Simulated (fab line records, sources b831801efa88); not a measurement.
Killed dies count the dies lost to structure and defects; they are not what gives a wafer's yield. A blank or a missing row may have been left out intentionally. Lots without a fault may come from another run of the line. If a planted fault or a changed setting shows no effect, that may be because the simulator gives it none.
Which tool did it? ; flow gf180mcu ; 10 lots with 30 wafers sampled at 4 steps, on a route of 602 steps

## WHAT EACH GAUGE READ, for each wafer
GF_HV_LDD_TW_MEAS_38.
lot;measured;on;HV_LDD_3_TW
L701;day 12 21:28;film-metro-04;1465 1468 1461
L704;day 13 03:35;film-metro-04;1456 1459 1452
L703;day 13 07:17;film-metro-04;1556 1552 1543 1554 1554 1560
L705;day 13 12:37;film-metro-03;1569 1565 1562 1562 1569 1564
L713;day 16 14:25;film-metro-04;1461 1460 1463
L714;day 16 16:40;film-metro-03;1454 1451 1452
L715;day 17 03:49;film-metro-03;1459 1459 1453
L716;day 17 05:03;film-metro-01;1439 1433 1442
L717;day 17 13:11;film-metro-03;1462 1455 1450
L720;day 18 13:47;film-metro-03;1453 1458 1448

## WHICH TOOL RAN EACH LOT (tool, then ch and the chambers of the sampled wafers, then the start)
lot;GF_HV_LDD_STRIP_22;GF_HV_LDD_IMPLANT_35;GF_HV_LDD_STRIP_37
L701;plasma-asher-02 ch 0,1, day 12 01:26;implanter-03 ch 0, day 12 21:04;plasma-asher-04 ch 0,1, day 12 21:21
L704;plasma-asher-04 ch 0,1, day 12 06:41;implanter-03 ch 0, day 13 03:11;plasma-asher-02 ch 0,1, day 13 03:29
L703;plasma-asher-02 ch 1, day 12 10:36;implanter-03 ch 0, day 13 06:53;plasma-asher-04 ch 0,1, day 13 07:11
L705;plasma-asher-04 ch 1, day 12 15:30;implanter-03 ch 0, day 13 12:13;plasma-asher-04 ch 0,1, day 13 12:31
L713;plasma-asher-03 ch 0,1, day 15 16:05;implanter-03 ch 0, day 16 14:01;plasma-asher-03 ch 0,1, day 16 14:19
L714;plasma-asher-04 ch 0,1, day 15 18:01;implanter-02 ch 0, day 16 16:16;plasma-asher-02 ch 0,1, day 16 16:33
L715;plasma-asher-03 ch 0,1, day 16 05:35;implanter-02 ch 0, day 17 03:25;plasma-asher-03 ch 0,1, day 17 03:43
L716;plasma-asher-03 ch 0,1, day 16 07:08;implanter-03 ch 0, day 17 04:40;plasma-asher-03 ch 0,1, day 17 04:56
L717;plasma-asher-04 ch 0,1, day 16 14:10;implanter-03 ch 0, day 17 12:47;plasma-asher-04 ch 0,1, day 17 13:05
L720;plasma-asher-02 ch 1, day 17 14:36;implanter-03 ch 0, day 18 13:23;plasma-asher-02 ch 0,1, day 18 13:41
- GF_HV_LDD_STRIP_22: strips in O2/N2.
- GF_HV_LDD_IMPLANT_35
- GF_HV_LDD_STRIP_37: strips in O2/N2.

## THE ANSWER, worked out from the rows above alone
Rule: the usual values come from the lots themselves. Put in order of their means at a reading, lots are off if they are a third of the lots or fewer, leave a main group of 4 or more, and stand apart from it by a gap of 3 or more times the standard deviation of the main group's means; of several such gaps the widest counts. A main group whose means are all the same, to the digits that the tables above print for the reading, isn't used. A lot without any number at a reading at which 4 lots or more have one is off too. The other lots that the step has rows for count as sound.
Off: at GF_HV_LDD_TW_MEAS_38 (HV_LDD_3_TW), L703, L705. Mean 1455 and standard deviation 7.4 in the main group.
A tool fits if, at a process step before that reading, it ran every lot that is off, and no sound lot after the first of them. Gauges at GF_HV_LDD_TW_MEAS_38: tried the same way as those tools. None of those tried fits.

## WHAT THE SIMULATOR HAD INSERTED
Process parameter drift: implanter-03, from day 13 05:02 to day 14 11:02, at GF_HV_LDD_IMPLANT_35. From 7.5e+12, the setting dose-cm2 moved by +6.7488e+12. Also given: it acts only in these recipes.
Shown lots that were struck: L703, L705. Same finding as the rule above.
